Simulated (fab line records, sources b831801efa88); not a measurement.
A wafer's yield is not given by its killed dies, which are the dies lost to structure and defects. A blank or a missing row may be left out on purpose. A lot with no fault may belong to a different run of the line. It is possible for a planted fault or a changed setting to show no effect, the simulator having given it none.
fab line records    flow sky130
[record] lots = 12  wafers = 36  last-day = 50
route steps=708 shown METAL1@434 VIA1@478 METAL2@501 PAD_OPEN@708
lots with no fault: from the same line, run without faults
start-h: the number of hours between the record's first day and the start of the first shown wafer of the lot    wait-h: how many hours have passed since the lot's step before this one    " the same as in the row above    L1.1+2: a single row standing in for several wafers    - either no value or no given start    * or withheld: withheld    < > ~ a bound
route shown NAME@n: names a module that has steps shown in the file, with the first one's number in the route    usual: average and standard deviation across the fault-free wafers    same: alike in all rows    chamber/n: place in a boat    sites: the reading at each site    _std_site: standard deviation across them    _edge_site: outer sites' mean less inner sites'    radius-mm: how far each site lies from the wafer's centre    mask NAME#n: copy n    behind: the last tool/chamber to shape the wafer    hold: the reason the lot was held/the length of the hold in hours/how it ended    device: which transistor (n, p or np) failed to switch    end of line: the route-end tests of the same wafers    a step without rows: its recipe alone    killed: not the wafer's yield, but the dies lost to structure and defects at the first sort    map: the dies of a wafer, with x for killed, . for not killed, _ for no die there
set.NAME: setting as actually run; set.NAME@STEP: the setting as run at that earlier step    model.NAME: the simulator's own value behind a step, which no gauge read
the route's steps for a sample of lots (tables are steps, rows are wafers)
services: from which hour (start-h, from the record's first day; less than 0 if before it) a tool's chamber was out of use, for how many hours, and why
[[steps]]
[step SKY_METAL1_SPUTTER_00]
[recipe] material = Ti  target-thk-nm = 15  power-w = 3000  time-s = 10  chamber-pressure-pa = 0.4
[usual] throttle-valve-pct = 29.5/1
lot.wafer  tool            chamber  start-h  wait-h  throttle-valve-pct
L442.1     pvd-sputter-03  -        753.78   0.2     29.6
L442.2     "               -        "        "       30.2
L442.3     "               -        "        "       29.9
L447.1     pvd-sputter-02  -        787.95   0.1     29.1
L447.2     "               -        "        "       29.7
L447.6     "               -        "        "       29.7
L446.2     pvd-sputter-02  -        794.27   0.2     29.1
L446.5     "               -        "        "       30.1
L446.6     "               -        "        "       27.4
L449.1     pvd-sputter-04  -        801.93   0.1     30.4
L449.4     "               -        "        "       28.9
L449.6     "               -        "        "       30.3
L450.1     pvd-sputter-03  -        812.75   0.1     29.7
L450.2     "               -        "        "       31.2
L450.4     "               -        "        "       30.3
L452.1     pvd-sputter-04  -        824.69   0.2     29.3
L452.3     "               -        "        "       30.3
L452.5     "               -        "        "       28.9
L453.3     pvd-sputter-02  -        827.16   0.1     30.0
L453.4     "               -        "        "       29.1
L453.5     "               -        "        "       30.0
L456.2     pvd-sputter-03  -        857.42   0.2     30.2
L456.3     "               -        "        "       30.3
L456.6     "               -        "        "       30.3
L458.1     pvd-sputter-03  -        862.65   0.1     29.5
L458.4     "               -        "        "       30.1
L458.5     "               -        "        "       31.2
L457.1     pvd-sputter-02  -        866.34   0.2     29.1
L457.2     "               -        "        "       30.0
L457.4     "               -        "        "       29.1
L461.1     pvd-sputter-03  -        886.49   0.1     30.4
L461.3     "               -        "        "       29.5
L461.6     "               -        "        "       30.4
L465.2     pvd-sputter-04  -        903.08   0.1     28.9
L465.3     "               -        "        "       27.5
L465.6     "               -        "        "       29.0
[step SKY_METAL1_SPUTTER_01]
[recipe] material = TiN  target-thk-nm = 20  power-w = 6500  time-s = 16.7  chamber-pressure-pa = 0.4
[usual] throttle-valve-pct = 29.5/1
lot.wafer  tool            chamber  start-h  wait-h  throttle-valve-pct
L442.1     pvd-sputter-03  -        753.80   0.0     29.5
L442.2     "               -        "        "       30.5
L442.3     "               -        "        "       30.0
L447.1     pvd-sputter-02  -        787.97   0.0     29.1
L447.2     "               -        "        "       29.7
L447.6     "               -        "        "       29.7
L446.2     pvd-sputter-02  -        794.30   0.0     29.1
L446.5     "               -        "        "       29.9
L446.6     "               -        "        "       27.6
L449.1     pvd-sputter-04  -        801.96   0.0     30.1
L449.4     "               -        "        "       29.0
L449.6     "               -        "        "       30.5
L450.1     pvd-sputter-03  -        812.78   0.0     29.8
L450.2     "               -        "        "       31.4
L450.4     "               -        "        "       30.3
L452.1     pvd-sputter-04  -        824.71   0.0     29.3
L452.3     "               -        "        "       30.4
L452.5     "               -        "        "       29.1
L453.3     pvd-sputter-02  -        827.18   0.0     29.8
L453.4     "               -        "        "       29.1
L453.5     "               -        "        "       30.1
L456.2     pvd-sputter-03  -        857.44   0.0     30.5
L456.3     "               -        "        "       30.0
L456.6     "               -        "        "       30.2
L458.1     pvd-sputter-03  -        862.67   0.0     29.5
L458.4     "               -        "        "       30.2
L458.5     "               -        "        "       30.9
L457.1     pvd-sputter-02  -        866.36   0.0     29.0
L457.2     "               -        "        "       30.1
L457.4     "               -        "        "       29.1
L461.1     pvd-sputter-03  -        886.51   0.0     30.3
L461.3     "               -        "        "       29.9
L461.6     "               -        "        "       30.4
L465.2     pvd-sputter-04  -        903.10   0.0     29.1
L465.3     "               -        "        "       27.7
L465.6     "               -        "        "       28.9
[step SKY_VIA1_SPUTTER_20]
[recipe] material = TiN  target-thk-nm = 20  chamber-pressure-pa = 5  power-w = 4000  time-s = 80
[usual] throttle-valve-pct = 29.7/1.1
lot.wafer  tool            chamber  start-h  wait-h  throttle-valve-pct
L442.1     pvd-sputter-02  -        808.85   0.0     29.8
L442.2     "               -        "        "       29.5
L442.3     "               -        "        "       29.4
L447.1     pvd-sputter-04  -        842.64   0.0     30.4
L447.2     "               -        "        "       29.7
L447.6     "               -        "        "       30.5
L446.2     pvd-sputter-04  -        849.10   0.0     30.3
L446.5     "               -        "        "       29.1
L446.6     "               -        "        "       30.3
L449.1     pvd-sputter-01  -        856.43   0.0     30.4
L449.4     "               -        "        "       30.0
L449.6     "               -        "        "       30.2
L450.1     pvd-sputter-01  -        867.61   0.0     30.0
L450.2     "               -        "        "       29.2
L450.4     "               -        "        "       29.8
L452.1     pvd-sputter-04  -        879.37   0.0     27.6
L452.3     "               -        "        "       30.4
L452.5     "               -        "        "       30.2
L453.3     pvd-sputter-01  -        881.39   0.0     29.5
L453.4     "               -        "        "       30.2
L453.5     "               -        "        "       32.1
L456.2     pvd-sputter-01  -        910.95   0.0     29.5
L456.3     "               -        "        "       29.8
L456.6     "               -        "        "       30.2
L458.1     pvd-sputter-04  -        916.09   0.0     30.4
L458.4     "               -        "        "       27.6
L458.5     "               -        "        "       30.5
L457.1     pvd-sputter-02  -        919.43   0.0     29.7
L457.2     "               -        "        "       27.4
L457.4     "               -        "        "       30.3
L461.1     pvd-sputter-01  -        939.52   0.0     30.1
L461.3     "               -        "        "       29.3
L461.6     "               -        "        "       29.4
L465.2     pvd-sputter-01  -        954.59   0.0     30.1
L465.3     "               -        "        "       29.9
L465.6     "               -        "        "       29.5
[step SKY_METAL2_ETCH_18]
[recipe] chemistry = N2/H2  target = BARC  ion-energy-ev = 200  bias-w = 100  pressure-mtorr = 30  n2-flow-sccm = 100  h2-flow-sccm = 200  icp-w = 500  stop-on = SiO2  time-s = 45.9  target-depth-a = 600
[usual] bias-w = 100.05/0.29  drypump-motor-current-A = 5.9/0.58  he-backside-leak-sccm = 3.4/0.3  oes-product-au = 0.855/0.0045  throttle-valve-pct = 13.226/0.0094
lot.wafer  tool          chamber  start-h  wait-h  bias-w  drypump-motor-current-A  he-backside-leak-sccm  oes-product-au  rf-hours-counter-h  throttle-valve-pct
L442.1     rie-metal-04  1        835.88   0.0     100.24  5.4                      3.4                    0.852           7                   13.225
L442.2     "             0        "        "       100.25  6.6                      3.1                    0.853           10                  13.230
L442.3     "             0        "        "       100.13  6.6                      3.0                    0.859           -                   13.221
L447.1     rie-metal-04  0        869.91   0.0     100.32  6.6                      3.3                    0.849           11                  13.235
L447.2     "             1        "        "       99.98   5.4                      3.6                    0.852           8                   13.231
L447.6     "             0        "        "       99.82   6.6                      3.3                    0.849           -                   13.225
L446.2     rie-metal-04  1        876.05   0.0     99.98   5.5                      3.7                    0.855           9                   13.237
L446.5     "             0        "        "       100.14  6.5                      3.0                    0.861           -                   13.210
L446.6     "             1        "        "       100.08  5.4                      3.6                    0.855           -                   13.235
L449.1     rie-metal-04  0        883.56   0.0     100.22  6.5                      3.1                    0.851           11                  13.218
L449.4     "             0        "        "       100.10  6.5                      3.0                    0.863           -                   13.226
L449.6     "             0        "        "       100.18  6.5                      2.9                    0.851           -                   13.235
L450.1     rie-metal-03  1        893.91   0.0     100.36  5.1                      3.4                    0.851           15                  13.228
L450.2     "             0        "        "       100.06  6.5                      3.4                    0.854           7                   13.212
L450.4     "             1        "        "       100.52  5.1                      3.4                    0.855           -                   13.223
L452.1     rie-metal-03  1        905.53   0.0     100.05  5.1                      3.5                    0.857           15                  13.230
L452.3     "             0        "        "       100.39  6.5                      3.6                    0.859           -                   13.231
L452.5     "             1        "        "       100.16  5.1                      3.6                    0.853           -                   13.214
L453.3     rie-metal-04  0        907.72   0.0     100.00  6.6                      2.8                    0.853           -                   13.226
L453.4     "             1        "        "       99.91   5.4                      3.5                    0.846           -                   13.218
L453.5     "             1        "        "       100.35  5.4                      3.6                    0.852           -                   13.222
L456.2     rie-metal-04  0        936.70   0.0     100.34  6.5                      3.1                    0.850           14                  13.229
L456.3     "             1        "        "       100.11  5.4                      3.6                    0.864           -                   13.214
L456.6     "             0        "        "       100.56  6.5                      3.3                    0.867           -                   13.238
L458.1     rie-metal-03  0        941.68   0.0     100.35  6.5                      4.9                    0.856           9                   13.201
L458.4     "             1        "        "       99.11   5.1                      3.5                    0.862           -                   13.224
L458.5     "             1        "        "       99.85   5.1                      3.5                    0.857           -                   13.229
L457.1     rie-metal-04  1        944.96   0.0     99.65   5.4                      3.7                    0.853           12                  13.218
L457.2     "             0        "        "       100.15  6.6                      3.0                    0.845           14                  13.232
L457.4     "             0        "        "       99.87   6.6                      3.0                    0.852           -                   13.221
L461.1     rie-metal-03  1        964.50   0.0     100.18  5.1                      3.2                    0.861           18                  13.229
L461.3     "             0        "        "       100.29  6.5                      3.5                    0.854           -                   13.229
L461.6     "             0        "        "       100.33  6.5                      3.5                    0.861           -                   13.234
L465.2     rie-metal-01  0        979.33   0.0     99.80   6.0                      3.1                    0.856           8                   13.219
L465.3     "             1        "        "       99.92   6.2                      3.5                    0.857           -                   13.233
L465.6     "             1        "        "       99.98   6.2                      3.6                    0.862           -                   13.219
[step SKY_PAD_OPEN_PROBE_99]
[usual] defect-limited-yield = 82.3/1.9  killed_at_M0_to_M3 = 44/6.5  killed_at_M4_up = 3.3/1.9  killed-at-contacts = 24/5.3  killed-at-front-end = 15/4.5  killed-at-other = 0.3/0.58  killed-dies = 87/9.3  killed-open = 48/6.6  killed-short = 39/6.1  sort_bin_3_pad_short = 0.9/0.46  sort_bin_5_function = 10.5/1.6  sort_bin_6_memory = 6.3/1.1  sort-n-pass = 405/9.3  sort-yield-pct = 82.3/1.9
[same] gross-dies = 492  killed-at-back-side = 0  sort_bin_4_leakage[%] = 0  sort_bin_8_speed[%] = 0
lot.wafer  tool       chamber  start-h  wait-h  defect-limited-yield[%]  killed_at_M0_to_M3  killed_at_M4_up  killed-at-contacts  killed-at-front-end  killed-at-other  killed-dies  killed-open  killed-short  sort_bin_3_pad_short[%]  sort_bin_5_function[%]  sort_bin_6_memory[%]  sort-n-pass  sort-yield-pct[%]
L446.2     prober-02  -        1118.14  0.1     83.9                     38                  6                26                  8                    1                79           46           33            0.6                      9.3                     6.1                   413          83.9
L446.5     prober-02  -        1118.29  0.2     81.7                     43                  4                30                  13                   0                90           51           39            0.6                      11.0                    6.7                   402          81.7
L446.6     prober-02  -        1118.34  0.2     85.6                     36                  3                22                  10                   0                71           41           30            0.8                      7.5                     6.1                   421          85.6
L450.1     prober-02  -        1133.83  0.1     82.9                     45                  3                15                  21                   0                84           45           39            1.4                      10.2                    5.5                   408          82.9
L450.2     prober-02  -        1133.88  0.1     85.0                     35                  0                22                  17                   0                74           42           32            0.8                      9.6                     4.7                   418          85.0
L450.4     prober-02  -        1133.98  0.2     81.7                     45                  3                22                  20                   0                90           53           37            1.2                      12.4                    4.7                   402          81.7
L452.1     prober-02  -        1143.13  0.1     82.7                     45                  5                24                  11                   0                85           43           42            0.2                      11.2                    5.9                   407          82.7
L452.3     prober-02  -        1143.23  0.2     80.7                     52                  2                27                  14                   0                95           53           42            1.0                      12.6                    5.7                   397          80.7
L452.5     prober-02  -        1143.33  0.2     80.7                     40                  5                35                  14                   1                95           50           45            0.6                      11.0                    7.7                   397          80.7
L456.2     prober-02  -        1165.94  0.1     76.6                     59                  3                31                  22                   0                115          65           50            0.4                      15.4                    7.5                   377          76.6
L456.3     prober-02  -        1165.99  0.2     69.5                     109                 8                12                  20                   1                150          55           40            3.3                      18.9                    8.3                   342          69.5
L456.6     prober-02  -        1166.14  0.2     81.9                     52                  7                21                  8                    1                89           38           51            1.0                      11.0                    6.1                   403          81.9
L458.1     prober-01  -        1168.23  0.1     81.5                     41                  3                31                  16                   0                91           48           43            0.4                      11.8                    6.3                   401          81.5
L458.4     prober-01  -        1168.38  0.2     81.7                     39                  1                35                  14                   1                90           50           40            0.8                      10.6                    6.9                   402          81.7
L458.5     prober-01  -        1168.43  0.2     82.3                     44                  3                27                  12                   1                87           43           44            0.8                      9.8                     7.1                   405          82.3
L457.1     prober-02  -        1170.65  0.1     70.1                     94                  7                32                  14                   0                147          44           50            4.3                      15.7                    10.0                  345          70.1
L457.2     prober-02  -        1170.70  0.1     82.7                     41                  1                25                  18                   0                85           37           48            0.8                      10.6                    5.9                   407          82.7
L457.4     prober-02  -        1170.80  0.2     85.8                     37                  3                24                  5                    1                70           37           33            0.8                      7.1                     6.3                   422          85.8
L461.1     prober-01  -        1183.97  0.1     82.7                     39                  3                27                  16                   0                85           46           39            0.4                      11.8                    5.1                   407          82.7
L461.3     prober-01  -        1184.07  0.2     84.3                     39                  3                26                  9                    0                77           44           33            1.4                      8.9                     5.3                   415          84.3
L461.6     prober-01  -        1184.22  0.2     82.3                     40                  3                28                  16                   0                87           45           42            0.6                      9.8                     7.3                   405          82.3
// killed by level:class
L446.2 VIA1:geometric-particle:open=14 VIA2:geometric-particle:open=8 LI_CONTACT:geometric-particle:open=7 CONTACT:geometric-particle:open=7 LOCAL_INTERCONNECT:geometric-particle:short=6 LI_CONTACT:geometric-particle:short=4 METAL1:geometric-particle:short=4 METAL4:geometric-particle:short=4
L446.5 CONTACT:geometric-particle:open=9 LI_CONTACT:geometric-particle:open=8 VIA1:geometric-particle:open=8 VIA3:geometric-particle:open=7 LOCAL_INTERCONNECT:geometric-particle:short=7 VIA2:geometric-particle:open=7 FIELD_ISO:geometric-particle:short=6 LI_CONTACT:geometric-particle:short=4
L446.6 CONTACT:geometric-particle:open=8 LI_CONTACT:geometric-particle:open=7 VIA1:geometric-particle:open=7 VIA3:geometric-particle:open=7 CONTACT:geometric-particle:short=5 VIA1:geometric-particle:short=5 METAL2:geometric-particle:short=4 VIA2:geometric-particle:open=4
L450.1 VIA1:geometric-particle:open=12 VIA2:geometric-particle:open=9 FIELD_ISO:geometric-particle:short=8 METAL2:geometric-particle:short=7 CONTACT:geometric-particle:short=6 CONTACT:geometric-particle:open=6 POLY_GATE:geometric-particle:short=4 VIA1:geometric-particle:short=4
L450.2 POLY_GATE:geometric-particle:open=8 CONTACT:geometric-particle:open=8 VIA2:geometric-particle:open=8 LI_CONTACT:geometric-particle:open=7 METAL1:geometric-particle:short=6 POLY_GATE:geometric-particle:short=5 VIA1:geometric-particle:open=4 METAL2:geometric-particle:short=4
L450.4 VIA1:geometric-particle:open=16 POLY_GATE:geometric-particle:open=6 LI_CONTACT:geometric-particle:open=6 VIA2:geometric-particle:open=6 FIELD_ISO:geometric-particle:short=5 POLY_GATE:geometric-particle:short=5 CONTACT:geometric-particle:open=5 METAL2:geometric-particle:short=5
L452.1 VIA1:geometric-particle:open=13 VIA3:geometric-particle:open=8 LI_CONTACT:geometric-particle:open=6 CONTACT:geometric-particle:open=6 METAL2:geometric-particle:short=6 LOCAL_INTERCONNECT:geometric-particle:short=5 CONTACT:geometric-particle:short=5 FIELD_ISO:geometric-particle:short=4
L452.3 VIA1:geometric-particle:open=12 METAL1:geometric-particle:short=10 LI_CONTACT:geometric-particle:open=8 CONTACT:geometric-particle:open=8 METAL3:geometric-particle:short=7 VIA3:geometric-particle:open=6 FIELD_ISO:geometric-particle:short=5 CONTACT:geometric-particle:short=5
L452.5 LI_CONTACT:geometric-particle:open=14 CONTACT:geometric-particle:open=11 METAL2:geometric-particle:short=9 VIA1:geometric-particle:open=7 VIA3:geometric-particle:open=6 METAL1:geometric-particle:short=6 FIELD_ISO:geometric-particle:short=5 FIELD_ISO:geometric-particle:open=4
L456.2 VIA1:geometric-particle:open=14 VIA3:geometric-particle:open=11 CONTACT:geometric-particle:open=11 FIELD_ISO:geometric-particle:open=9 LI_CONTACT:geometric-particle:open=9 METAL2:geometric-particle:short=6 VIA1:geometric-particle:short=6 CONTACT:geometric-particle:short=6
L456.3 METAL2:unspecified=55 VIA1:geometric-particle:open=13 VIA3:geometric-particle:open=7 FIELD_ISO:geometric-particle:open=6 LI_CONTACT:geometric-particle:open=6 METAL1:geometric-particle:short=6 VIA1:geometric-particle:short=6 METAL2:geometric-particle:short=6
L456.6 METAL1:geometric-particle:short=9 VIA1:geometric-particle:open=8 CONTACT:geometric-particle:open=6 VIA1:geometric-particle:short=6 METAL4:geometric-particle:short=6 METAL3:geometric-particle:short=5 METAL2:geometric-particle:open=5 VIA2:geometric-particle:open=5
L458.1 CONTACT:geometric-particle:open=11 VIA1:geometric-particle:open=9 VIA2:geometric-particle:open=8 LI_CONTACT:geometric-particle:open=7 LOCAL_INTERCONNECT:geometric-particle:short=7 METAL2:geometric-particle:short=5 VIA1:geometric-particle:short=4 VIA3:geometric-particle:open=4
L458.4 CONTACT:geometric-particle:open=11 LI_CONTACT:geometric-particle:open=10 VIA1:geometric-particle:open=8 LOCAL_INTERCONNECT:geometric-particle:short=6 CONTACT:geometric-particle:short=6 VIA3:geometric-particle:open=5 VIA1:geometric-particle:short=4 METAL2:geometric-particle:short=4
L458.5 LI_CONTACT:geometric-particle:open=9 VIA1:geometric-particle:open=9 VIA2:geometric-particle:open=7 LOCAL_INTERCONNECT:geometric-particle:short=6 METAL1:geometric-particle:short=6 VIA1:geometric-particle:short=5 METAL2:geometric-particle:short=5 CONTACT:geometric-particle:open=5
L457.1 METAL2:unspecified=53 VIA1:geometric-particle:open=11 CONTACT:geometric-particle:open=11 CONTACT:geometric-particle:short=8 METAL1:geometric-particle:short=7 METAL2:geometric-particle:short=5 METAL4:geometric-particle:short=5 FIELD_ISO:geometric-particle:short=4
L457.2 VIA1:geometric-particle:open=8 METAL2:geometric-particle:short=8 VIA3:geometric-particle:open=8 LI_CONTACT:geometric-particle:open=6 SPACER:geometric-particle:short=5 LI_CONTACT:geometric-particle:short=5 LOCAL_INTERCONNECT:geometric-particle:short=5 VIA3:geometric-particle:short=5
L457.4 CONTACT:geometric-particle:open=8 VIA1:geometric-particle:open=8 VIA1:geometric-particle:short=6 CONTACT:geometric-particle:short=5 LI_CONTACT:geometric-particle:open=5 VIA3:geometric-particle:open=5 VIA2:geometric-particle:open=4 LI_CONTACT:geometric-particle:short=3
L461.1 VIA1:geometric-particle:open=14 CONTACT:geometric-particle:open=8 CONTACT:geometric-particle:short=7 LI_CONTACT:geometric-particle:open=6 LOCAL_INTERCONNECT:geometric-particle:short=6 VIA3:geometric-particle:open=6 FIELD_ISO:geometric-particle:short=5 VIA2:geometric-particle:open=5
L461.3 VIA3:geometric-particle:open=13 LI_CONTACT:geometric-particle:open=8 CONTACT:geometric-particle:open=8 LOCAL_INTERCONNECT:geometric-particle:short=6 METAL1:geometric-particle:short=6 VIA2:geometric-particle:open=6 POLY_GATE:geometric-particle:short=5 VIA1:geometric-particle:open=5
L461.6 CONTACT:geometric-particle:open=10 LI_CONTACT:geometric-particle:open=7 VIA2:geometric-particle:open=6 POLY_GATE:geometric-particle:open=5 CONTACT:geometric-particle:short=5 METAL1:geometric-particle:short=5 METAL3:geometric-particle:short=5 METAL2:geometric-particle:short=5
[[services]]
tool            chamber  start-h  hours  kind
rie-metal-01    -        735.27   1.3    repair
pvd-sputter-01  -        746.27   0.8    repair
rie-metal-04    1        746.35   6.7    repair
rie-metal-01    0        764.40   -      clean
rie-metal-01    0        764.40   23.6   scheduled-down
pvd-sputter-01  -        786.95   2.5    repair
pvd-sputter-03  -        787.78   8.4    repair
pvd-sputter-04  -        796.82   4.7    repair
pvd-sputter-03  -        811.49   1.1    repair
rie-metal-01    -        814.09   0.9    repair
rie-metal-03    1        825.46   7.6    repair
pvd-sputter-03  -        833.76   3.3    repair
pvd-sputter-02  -        838.35   2.4    repair
rie-metal-04    -        843.76   1.0    repair
rie-metal-01    1        848.96   3.0    repair
pvd-sputter-02  -        855.48   1.1    repair
pvd-sputter-04  -        862.62   14.0   repair
rie-metal-01    -        868.67   0.7    repair
rie-metal-03    -        891.95   1.4    pm
pvd-sputter-03  -        918.34   54.1   repair
rie-metal-01    -        944.58   14.6   pm
pvd-sputter-04  -        945.60   2.3    repair
pvd-sputter-01  -        970.62   4.4    repair
rie-metal-03    -        974.54   2.8    pm
[[key]]
[first-sign] step = SKY_PAD_OPEN_PROBE_99  reading = killed_at_M0_to_M3  direction = up  sigmas = 8.8  usual = 44  struck = 102
[effect] step = SKY_PAD_OPEN_PROBE_99  reading = defect-limited-yield  direction = down  sigmas = 6.6  usual = 82.3  struck = 69.8
met-at SKY_METAL2_ETCH_18
struck-lots L456,L457
struck-wafers L456.3,L457.1
not-acting-at SKY_METAL1_SPUTTER_00,SKY_METAL1_SPUTTER_01,SKY_VIA1_SPUTTER_20
onset-between 907.72 936.70
[fault] kind = chamber-particle-source  tool = rie-metal-04  chamber = 1  onset-h = 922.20  steps = SKY_METAL2_ETCH_18  rate-per-visit-cm2 = 0.93658  end-h = 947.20
